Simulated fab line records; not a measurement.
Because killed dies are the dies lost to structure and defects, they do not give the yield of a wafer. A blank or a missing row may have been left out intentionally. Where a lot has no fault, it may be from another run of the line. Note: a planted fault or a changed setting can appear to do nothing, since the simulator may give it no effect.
fab line records / flow gf180mcu / part 2 of 2: steps 26 to 35 of 35
record: lots: 5 wafers: 15 last_day: 32
route steps=602 shown V2@402 M3@409 V3@429
lots that met no fault: from a run of the same line without faults
start_h: hours from the record's opening day to when the first of the lot's shown wafers began / wait_h: hours elapsed since this lot's preceding step / " repeats the value in the row above / L1.1+2: a row that stands for several wafers / - no value, or no start given / * or withheld: withheld / < > ~ a bound
route shown NAME@n: names a module that has steps shown in the file, with the first one's number in the route / usual: mean/standard deviation taken from wafers without a fault / same: alike in all rows / chamber/n: place in a boat / sites: per-site readings / _std_site: the standard deviation of these / _edge_site: the outer-site mean with the inner-site mean subtracted / radius_mm: how far each site lies from the wafer's centre / mask NAME#n: copy n / behind: the last tool/chamber to shape the wafer / hold: why the lot went on hold/how many hours it stayed there/how the hold came to an end / device: the transistor (n, p or np) that didn't switch / end of line: at the end of the route, the tests of the same wafers / a step given without rows: its recipe and nothing more / killed: count of dies lost to structure and defects at first sort (not the wafer's yield) / map: shows each die of a wafer: x if killed, . if not, _ if none is there
set.NAME: the run value of the setting; set.NAME@STEP: its run value at that earlier step / model.NAME: the simulator's own value behind a step, which no gauge read
lots at some steps of the route; a table a step, a row a wafer
services: when a tool's chamber went out of use (start_h, in hours from the record's first day, below 0 if earlier), for how many hours, and the reason
== steps ==
step: GF_M3_STRIP_18
recipe: chemistry: post_etch_residue_remover time_s: 1200 temp_c: 72.5
lot.wafer=L077.2+4+6 tool=wet_bench-03 chamber=1 start_h=518.50 wait_h=0.1
lot.wafer=L080.1+2+5 tool=wet_bench-02 chamber=1 start_h=543.10 wait_h=0.1
lot.wafer=L081.1+2+3 tool=wet_bench-04 chamber=3 start_h=552.60 wait_h=0.1
lot.wafer=L085.2+3+6 tool=wet_bench-02 chamber=1 start_h=604.25 wait_h=0.1
lot.wafer=L089.2+5+6 tool=wet_bench-04 chamber=0 start_h=618.50 wait_h=0.1
step: GF_M3_CLEAN_19
recipe: chemistry: DIW dry: n2_spin
lot.wafer=L077.2+4+6 tool=wet_bench-02 chamber=0 start_h=518.87 wait_h=0.0
lot.wafer=L080.1+2+5 tool=wet_bench-04 chamber=0 start_h=543.44 wait_h=0.0
lot.wafer=L081.1+2+3 tool=wet_bench-02 chamber=1 start_h=552.94 wait_h=0.0
lot.wafer=L085.2+3+6 tool=wet_bench-03 chamber=2 start_h=604.59 wait_h=0.0
lot.wafer=L089.2+5+6 tool=wet_bench-03 chamber=0 start_h=618.84 wait_h=0.0
step: GF_V3_CVD_00
recipe: material: SiO2 target_thk_nm: 600 sigma_open_frac: 0.3 temp_c: 400 time_s: 100 sih4_flow_sccm: 60 pressure_mtorr: 6
usual: susceptor_temp_C: 399.96/0.22
lot.wafer=L077.2 tool=hdpcvd-02 chamber=1 start_h=518.97 wait_h=0.0 susceptor_temp_C=400.28
lot.wafer=L077.4 tool=hdpcvd-02 chamber=2 start_h=518.97 wait_h=0.0 susceptor_temp_C=399.95
lot.wafer=L077.6 tool=hdpcvd-02 chamber=0 start_h=518.97 wait_h=0.0 susceptor_temp_C=400.34
lot.wafer=L080.1 tool=hdpcvd-02 chamber=1 start_h=543.53 wait_h=0.0 susceptor_temp_C=400.04
lot.wafer=L080.2 tool=hdpcvd-02 chamber=2 start_h=543.53 wait_h=0.0 susceptor_temp_C=400.30
lot.wafer=L080.5 tool=hdpcvd-02 chamber=1 start_h=543.53 wait_h=0.0 susceptor_temp_C=399.99
lot.wafer=L081.1 tool=hdpcvd-02 chamber=1 start_h=553.03 wait_h=0.0 susceptor_temp_C=399.92
lot.wafer=L081.2 tool=hdpcvd-02 chamber=0 start_h=553.03 wait_h=0.0 susceptor_temp_C=399.53
lot.wafer=L081.3 tool=hdpcvd-02 chamber=2 start_h=553.03 wait_h=0.0 susceptor_temp_C=400.45
lot.wafer=L085.2 tool=hdpcvd-02 chamber=2 start_h=604.69 wait_h=0.0 susceptor_temp_C=399.84
lot.wafer=L085.3 tool=hdpcvd-02 chamber=0 start_h=604.69 wait_h=0.0 susceptor_temp_C=399.56
lot.wafer=L085.6 tool=hdpcvd-02 chamber=0 start_h=604.69 wait_h=0.0 susceptor_temp_C=399.71
lot.wafer=L089.2 tool=hdpcvd-01 chamber=1 start_h=618.93 wait_h=0.0 susceptor_temp_C=399.95
lot.wafer=L089.5 tool=hdpcvd-01 chamber=1 start_h=618.93 wait_h=0.0 susceptor_temp_C=400.02
lot.wafer=L089.6 tool=hdpcvd-01 chamber=2 start_h=618.93 wait_h=0.0 susceptor_temp_C=399.60
step: GF_V3_THK_MEAS_01
recipe: reads: SiO2_of_V3_CVD_00
usual: V3_CVD_00_THK: 599/8.2
lot.wafer=L077.2 tool=film_metro-03 chamber=- start_h=519.06 wait_h=0.0 V3_CVD_00_THK[nm]=599
lot.wafer=L077.4 tool=film_metro-03 chamber=- start_h=519.06 wait_h=0.0 V3_CVD_00_THK[nm]=623
lot.wafer=L077.6 tool=film_metro-03 chamber=- start_h=519.06 wait_h=0.0 V3_CVD_00_THK[nm]=600
lot.wafer=L080.1 tool=film_metro-02 chamber=- start_h=543.61 wait_h=0.0 V3_CVD_00_THK[nm]=592
lot.wafer=L080.2 tool=film_metro-02 chamber=- start_h=543.61 wait_h=0.0 V3_CVD_00_THK[nm]=609
lot.wafer=L080.5 tool=film_metro-02 chamber=- start_h=543.61 wait_h=0.0 V3_CVD_00_THK[nm]=593
lot.wafer=L081.1 tool=film_metro-03 chamber=- start_h=553.10 wait_h=0.0 V3_CVD_00_THK[nm]=592
lot.wafer=L081.2 tool=film_metro-03 chamber=- start_h=553.10 wait_h=0.0 V3_CVD_00_THK[nm]=594
lot.wafer=L081.3 tool=film_metro-03 chamber=- start_h=553.10 wait_h=0.0 V3_CVD_00_THK[nm]=611
lot.wafer=L085.2 tool=film_metro-03 chamber=- start_h=604.77 wait_h=0.0 V3_CVD_00_THK[nm]=615
lot.wafer=L085.3 tool=film_metro-03 chamber=- start_h=604.77 wait_h=0.0 V3_CVD_00_THK[nm]=599
lot.wafer=L085.6 tool=film_metro-03 chamber=- start_h=604.77 wait_h=0.0 V3_CVD_00_THK[nm]=595
lot.wafer=L089.2 tool=film_metro-03 chamber=- start_h=619.02 wait_h=0.0 V3_CVD_00_THK[nm]=600
lot.wafer=L089.5 tool=film_metro-03 chamber=- start_h=619.02 wait_h=0.0 V3_CVD_00_THK[nm]=599
lot.wafer=L089.6 tool=film_metro-03 chamber=- start_h=619.02 wait_h=0.0 V3_CVD_00_THK[nm]=596
step: GF_V3_CVD_02
recipe: material: SiO2 target_thk_nm: 850 precursor: TEOS temp_c: 400 time_s: 94.851 rf_w: 600
usual: heater_power_w: 656/97 rf_fwd_power_W: 596.5/2.1 susceptor_temp_C: 400.01/0.21
lot.wafer=L077.2 tool=pecvd-01 chamber=1 start_h=519.11 wait_h=0.0 heater_power_w=647 rf_fwd_power_W=596.7 susceptor_temp_C=400.25
lot.wafer=L077.4 tool=pecvd-01 chamber=1 start_h=519.11 wait_h=0.0 heater_power_w=654 rf_fwd_power_W=597.9 susceptor_temp_C=400.18
lot.wafer=L077.6 tool=pecvd-01 chamber=2 start_h=519.11 wait_h=0.0 heater_power_w=822 rf_fwd_power_W=597.1 susceptor_temp_C=400.02
lot.wafer=L080.1 tool=pecvd-03 chamber=1 start_h=543.67 wait_h=0.1 heater_power_w=691 rf_fwd_power_W=595.3 susceptor_temp_C=400.07
lot.wafer=L080.2 tool=pecvd-03 chamber=2 start_h=543.67 wait_h=0.1 heater_power_w=721 rf_fwd_power_W=597.3 susceptor_temp_C=400.01
lot.wafer=L080.5 tool=pecvd-03 chamber=2 start_h=543.67 wait_h=0.1 heater_power_w=737 rf_fwd_power_W=596.8 susceptor_temp_C=400.71
lot.wafer=L081.1 tool=pecvd-01 chamber=0 start_h=553.16 wait_h=0.1 heater_power_w=839 rf_fwd_power_W=596.2 susceptor_temp_C=399.92
lot.wafer=L081.2 tool=pecvd-01 chamber=1 start_h=553.16 wait_h=0.1 heater_power_w=676 rf_fwd_power_W=596.0 susceptor_temp_C=399.79
lot.wafer=L081.3 tool=pecvd-01 chamber=2 start_h=553.16 wait_h=0.1 heater_power_w=816 rf_fwd_power_W=598.1 susceptor_temp_C=400.13
lot.wafer=L085.2 tool=pecvd-04 chamber=2 start_h=604.82 wait_h=0.0 heater_power_w=498 rf_fwd_power_W=596.7 susceptor_temp_C=400.29
lot.wafer=L085.3 tool=pecvd-04 chamber=1 start_h=604.82 wait_h=0.0 heater_power_w=742 rf_fwd_power_W=596.7 susceptor_temp_C=400.26
lot.wafer=L085.6 tool=pecvd-04 chamber=0 start_h=604.82 wait_h=0.0 heater_power_w=749 rf_fwd_power_W=593.5 susceptor_temp_C=400.04
lot.wafer=L089.2 tool=pecvd-03 chamber=2 start_h=619.07 wait_h=0.0 heater_power_w=741 rf_fwd_power_W=596.9 susceptor_temp_C=400.06
lot.wafer=L089.5 tool=pecvd-03 chamber=2 start_h=619.07 wait_h=0.0 heater_power_w=747 rf_fwd_power_W=599.2 susceptor_temp_C=399.91
lot.wafer=L089.6 tool=pecvd-03 chamber=1 start_h=619.07 wait_h=0.0 heater_power_w=716 rf_fwd_power_W=598.5 susceptor_temp_C=400.26
step: GF_V3_THK_MEAS_03
recipe: reads: SiO2_of_V3_CVD_02
usual: V3_CVD_02_THK: 846/12
lot.wafer=L077.2 tool=film_metro-02 chamber=- start_h=519.19 wait_h=0.0 V3_CVD_02_THK[nm]=838
lot.wafer=L077.4 tool=film_metro-02 chamber=- start_h=519.19 wait_h=0.0 V3_CVD_02_THK[nm]=843
lot.wafer=L077.6 tool=film_metro-02 chamber=- start_h=519.19 wait_h=0.0 V3_CVD_02_THK[nm]=874
lot.wafer=L080.1 tool=film_metro-04 chamber=- start_h=543.74 wait_h=0.0 V3_CVD_02_THK[nm]=837
lot.wafer=L080.2 tool=film_metro-04 chamber=- start_h=543.74 wait_h=0.0 V3_CVD_02_THK[nm]=846
lot.wafer=L080.5 tool=film_metro-04 chamber=- start_h=543.74 wait_h=0.0 V3_CVD_02_THK[nm]=852
lot.wafer=L081.1 tool=film_metro-02 chamber=- start_h=553.23 wait_h=0.0 V3_CVD_02_THK[nm]=843
lot.wafer=L081.2 tool=film_metro-02 chamber=- start_h=553.23 wait_h=0.0 V3_CVD_02_THK[nm]=831
lot.wafer=L081.3 tool=film_metro-02 chamber=- start_h=553.23 wait_h=0.0 V3_CVD_02_THK[nm]=858
lot.wafer=L085.2 tool=film_metro-02 chamber=- start_h=604.90 wait_h=0.0 V3_CVD_02_THK[nm]=835
lot.wafer=L085.3 tool=film_metro-02 chamber=- start_h=604.90 wait_h=0.0 V3_CVD_02_THK[nm]=831
lot.wafer=L085.6 tool=film_metro-02 chamber=- start_h=604.90 wait_h=0.0 V3_CVD_02_THK[nm]=845
lot.wafer=L089.2 tool=film_metro-03 chamber=- start_h=619.15 wait_h=0.0 V3_CVD_02_THK[nm]=841
lot.wafer=L089.5 tool=film_metro-03 chamber=- start_h=619.15 wait_h=0.0 V3_CVD_02_THK[nm]=849
lot.wafer=L089.6 tool=film_metro-03 chamber=- start_h=619.15 wait_h=0.0 V3_CVD_02_THK[nm]=854
step: GF_V3_CMP_04
recipe: material: SiO2 down_force_psi: 4 platen_rpm: 60 pad_velocity_m_s: 0.94248
usual: head_pressure_psi: 4.000/0.0089 motor_current_A: 11.4/1.1 time_to_endpoint_s: 78/5.4
lot.wafer=L077.2 tool=cmp-01 chamber=3 start_h=519.24 wait_h=0.0 head_pressure_psi=3.992 motor_current_A=12.7 time_to_endpoint_s=70
lot.wafer=L077.4 tool=cmp-01 chamber=2 start_h=519.24 wait_h=0.0 head_pressure_psi=3.986 motor_current_A=11.6 time_to_endpoint_s=76
lot.wafer=L077.6 tool=cmp-01 chamber=0 start_h=519.24 wait_h=0.0 head_pressure_psi=4.005 motor_current_A=11.6 time_to_endpoint_s=84
lot.wafer=L080.1 tool=cmp-02 chamber=3 start_h=543.85 wait_h=0.1 head_pressure_psi=4.002 motor_current_A=11.1 time_to_endpoint_s=74
lot.wafer=L080.2 tool=cmp-02 chamber=1 start_h=543.85 wait_h=0.1 head_pressure_psi=4.004 motor_current_A=11.2 time_to_endpoint_s=76
lot.wafer=L080.5 tool=cmp-02 chamber=3 start_h=543.85 wait_h=0.1 head_pressure_psi=4.003 motor_current_A=11.6 time_to_endpoint_s=82
lot.wafer=L081.2 tool=cmp-02 chamber=1 start_h=553.29 wait_h=0.0 head_pressure_psi=4.021 motor_current_A=10.4 time_to_endpoint_s=79
lot.wafer=L081.3 tool=cmp-02 chamber=3 start_h=553.29 wait_h=0.0 head_pressure_psi=4.015 motor_current_A=11.3 time_to_endpoint_s=88
lot.wafer=L081.1 tool=cmp-02 chamber=0 start_h=553.29 wait_h=0.0 head_pressure_psi=3.988 motor_current_A=10.6 time_to_endpoint_s=84
lot.wafer=L085.3 tool=cmp-02 chamber=1 start_h=604.95 wait_h=0.0 head_pressure_psi=4.000 motor_current_A=10.5 time_to_endpoint_s=68
lot.wafer=L085.2 tool=cmp-02 chamber=2 start_h=604.95 wait_h=0.0 head_pressure_psi=4.003 motor_current_A=12.9 time_to_endpoint_s=69
lot.wafer=L085.6 tool=cmp-02 chamber=2 start_h=604.95 wait_h=0.0 head_pressure_psi=3.986 motor_current_A=12.9 time_to_endpoint_s=74
lot.wafer=L089.2 tool=cmp-02 chamber=0 start_h=619.35 wait_h=0.2 head_pressure_psi=4.010 motor_current_A=9.7 time_to_endpoint_s=83
lot.wafer=L089.6 tool=cmp-02 chamber=1 start_h=619.35 wait_h=0.2 head_pressure_psi=4.010 motor_current_A=10.9 time_to_endpoint_s=82
lot.wafer=L089.5 tool=cmp-02 chamber=2 start_h=619.35 wait_h=0.2 head_pressure_psi=4.000 motor_current_A=13.1 time_to_endpoint_s=78
step: GF_V3_BOW_MEAS_05
recipe: mode: bow
usual: V3_BOW: 117/8.5
lot.wafer=L077.2 tool=film_metro-02 chamber=- start_h=519.56 wait_h=0.3 V3_BOW[um]=127
lot.wafer=L077.4 tool=film_metro-02 chamber=- start_h=519.56 wait_h=0.3 V3_BOW[um]=119
lot.wafer=L077.6 tool=film_metro-02 chamber=- start_h=519.56 wait_h=0.3 V3_BOW[um]=118
lot.wafer=L080.1 tool=film_metro-03 chamber=- start_h=544.10 wait_h=0.2 V3_BOW[um]=119
lot.wafer=L080.2 tool=film_metro-03 chamber=- start_h=544.10 wait_h=0.2 V3_BOW[um]=116
lot.wafer=L080.5 tool=film_metro-03 chamber=- start_h=544.10 wait_h=0.2 V3_BOW[um]=106
lot.wafer=L081.1 tool=film_metro-04 chamber=- start_h=553.59 wait_h=0.1 V3_BOW[um]=116
lot.wafer=L081.2 tool=film_metro-04 chamber=- start_h=553.59 wait_h=0.1 V3_BOW[um]=129
lot.wafer=L081.3 tool=film_metro-04 chamber=- start_h=553.59 wait_h=0.1 V3_BOW[um]=128
lot.wafer=L085.2 tool=film_metro-03 chamber=- start_h=605.27 wait_h=0.2 V3_BOW[um]=118
lot.wafer=L085.3 tool=film_metro-03 chamber=- start_h=605.27 wait_h=0.2 V3_BOW[um]=106
lot.wafer=L085.6 tool=film_metro-03 chamber=- start_h=605.27 wait_h=0.2 V3_BOW[um]=116
lot.wafer=L089.2 tool=film_metro-02 chamber=- start_h=619.52 wait_h=0.1 V3_BOW[um]=98
lot.wafer=L089.5 tool=film_metro-02 chamber=- start_h=619.52 wait_h=0.1 V3_BOW[um]=95
lot.wafer=L089.6 tool=film_metro-02 chamber=- start_h=619.52 wait_h=0.1 V3_BOW[um]=115
step: GF_V3_DEHYDRATE_06
recipe: temp_c: 200 time_s: 60
usual: resist_line_temp_C: 22.99/0.11
lot.wafer=L077.2 tool=litho_track-01 chamber=0 start_h=530.19 wait_h=10.6 resist_line_temp_C=22.97
lot.wafer=L077.4 tool=litho_track-01 chamber=0 start_h=530.19 wait_h=10.6 resist_line_temp_C=23.15
lot.wafer=L077.6 tool=litho_track-01 chamber=0 start_h=530.19 wait_h=10.6 resist_line_temp_C=22.96
lot.wafer=L080.1 tool=litho_track-02 chamber=0 start_h=555.29 wait_h=11.2 resist_line_temp_C=22.94
lot.wafer=L080.2 tool=litho_track-02 chamber=0 start_h=555.29 wait_h=11.2 resist_line_temp_C=23.10
lot.wafer=L080.5 tool=litho_track-02 chamber=0 start_h=555.29 wait_h=11.2 resist_line_temp_C=22.98
lot.wafer=L081.1 tool=litho_track-02 chamber=0 start_h=564.34 wait_h=10.7 resist_line_temp_C=22.84
lot.wafer=L081.2 tool=litho_track-02 chamber=0 start_h=564.34 wait_h=10.7 resist_line_temp_C=23.06
lot.wafer=L081.3 tool=litho_track-02 chamber=0 start_h=564.34 wait_h=10.7 resist_line_temp_C=22.91
lot.wafer=L085.2 tool=litho_track-01 chamber=0 start_h=615.14 wait_h=9.8 resist_line_temp_C=22.96
lot.wafer=L085.3 tool=litho_track-01 chamber=0 start_h=615.14 wait_h=9.8 resist_line_temp_C=23.05
lot.wafer=L085.6 tool=litho_track-01 chamber=0 start_h=615.14 wait_h=9.8 resist_line_temp_C=22.88
lot.wafer=L089.2 tool=litho_track-01 chamber=0 start_h=629.04 wait_h=9.5 resist_line_temp_C=22.93
lot.wafer=L089.5 tool=litho_track-01 chamber=0 start_h=629.04 wait_h=9.5 resist_line_temp_C=22.79
lot.wafer=L089.6 tool=litho_track-01 chamber=0 start_h=629.04 wait_h=9.5 resist_line_temp_C=22.99
step: GF_V3_HMDS_07
recipe: prime_time_s: 60 prime_temp_c: 120
usual: resist_line_temp_C: 23.01/0.12
lot.wafer=L077.2 tool=litho_track-01 chamber=0 start_h=530.34 wait_h=0.1 resist_line_temp_C=23.16
lot.wafer=L077.4 tool=litho_track-01 chamber=0 start_h=530.34 wait_h=0.1 resist_line_temp_C=23.10
lot.wafer=L077.6 tool=litho_track-01 chamber=0 start_h=530.34 wait_h=0.1 resist_line_temp_C=23.10
lot.wafer=L080.1 tool=litho_track-02 chamber=0 start_h=555.44 wait_h=0.1 resist_line_temp_C=23.05
lot.wafer=L080.2 tool=litho_track-02 chamber=0 start_h=555.44 wait_h=0.1 resist_line_temp_C=23.00
lot.wafer=L080.5 tool=litho_track-02 chamber=0 start_h=555.44 wait_h=0.1 resist_line_temp_C=23.20
lot.wafer=L081.1 tool=litho_track-02 chamber=0 start_h=564.49 wait_h=0.1 resist_line_temp_C=22.82
lot.wafer=L081.2 tool=litho_track-02 chamber=0 start_h=564.49 wait_h=0.1 resist_line_temp_C=22.97
lot.wafer=L081.3 tool=litho_track-02 chamber=0 start_h=564.49 wait_h=0.1 resist_line_temp_C=22.96
lot.wafer=L085.2 tool=litho_track-01 chamber=0 start_h=615.29 wait_h=0.1 resist_line_temp_C=23.29
lot.wafer=L085.3 tool=litho_track-01 chamber=0 start_h=615.29 wait_h=0.1 resist_line_temp_C=23.22
lot.wafer=L085.6 tool=litho_track-01 chamber=0 start_h=615.29 wait_h=0.1 resist_line_temp_C=23.17
lot.wafer=L089.2 tool=litho_track-01 chamber=0 start_h=629.19 wait_h=0.1 resist_line_temp_C=22.87
lot.wafer=L089.5 tool=litho_track-01 chamber=0 start_h=629.19 wait_h=0.1 resist_line_temp_C=22.88
lot.wafer=L089.6 tool=litho_track-01 chamber=0 start_h=629.19 wait_h=0.1 resist_line_temp_C=22.89
== services ==
tool=cmp-02 chamber=- start_h=482.21 hours=1.7 kind=repair
tool=cmp-02 chamber=- start_h=496.09 hours=1.9 kind=repair
tool=rie_metal-04 chamber=- start_h=503.18 hours=14.6 kind=pm
tool=plasma_asher-04 chamber=- start_h=508.57 hours=4.5 kind=repair
tool=krf_scanner-01 chamber=- start_h=516.57 hours=0.8 kind=pm
tool=pvd_sputter-03 chamber=- start_h=521.86 hours=11.9 kind=repair
tool=pvd_sputter-04 chamber=- start_h=530.52 hours=1.8 kind=repair
tool=krf_scanner-01 chamber=- start_h=541.64 hours=4.0 kind=pm
tool=cvd_w-02 chamber=- start_h=551.23 hours=2.8 kind=pm
tool=plasma_asher-01 chamber=- start_h=556.28 hours=0.7 kind=repair
tool=cmp-02 chamber=- start_h=572.08 hours=4.0 kind=pm
tool=cmp-01 chamber=- start_h=584.21 hours=2.3 kind=repair
tool=wet_bench-03 chamber=- start_h=585.18 hours=0.5 kind=repair
tool=cmp-02 chamber=- start_h=586.19 hours=1.1 kind=repair
tool=pecvd-01 chamber=- start_h=591.12 hours=14.0 kind=pm
tool=plasma_asher-01 chamber=- start_h=593.69 hours=1.2 kind=repair
tool=cmp-01 chamber=- start_h=597.31 hours=5.2 kind=pm
tool=pvd_sputter-02 chamber=- start_h=597.95 hours=0.5 kind=repair
tool=plasma_asher-01 chamber=- start_h=600.63 hours=0.8 kind=repair
tool=cmp-01 chamber=- start_h=604.11 hours=1.0 kind=repair
tool=krf_scanner-01 chamber=- start_h=607.46 hours=0.2 kind=repair
tool=krf_scanner-01 chamber=- start_h=608.52 hours=1.3 kind=pm
tool=wet_bench-03 chamber=- start_h=622.07 hours=0.8 kind=repair
tool=cmp-01 chamber=- start_h=628.39 hours=4.1 kind=repair
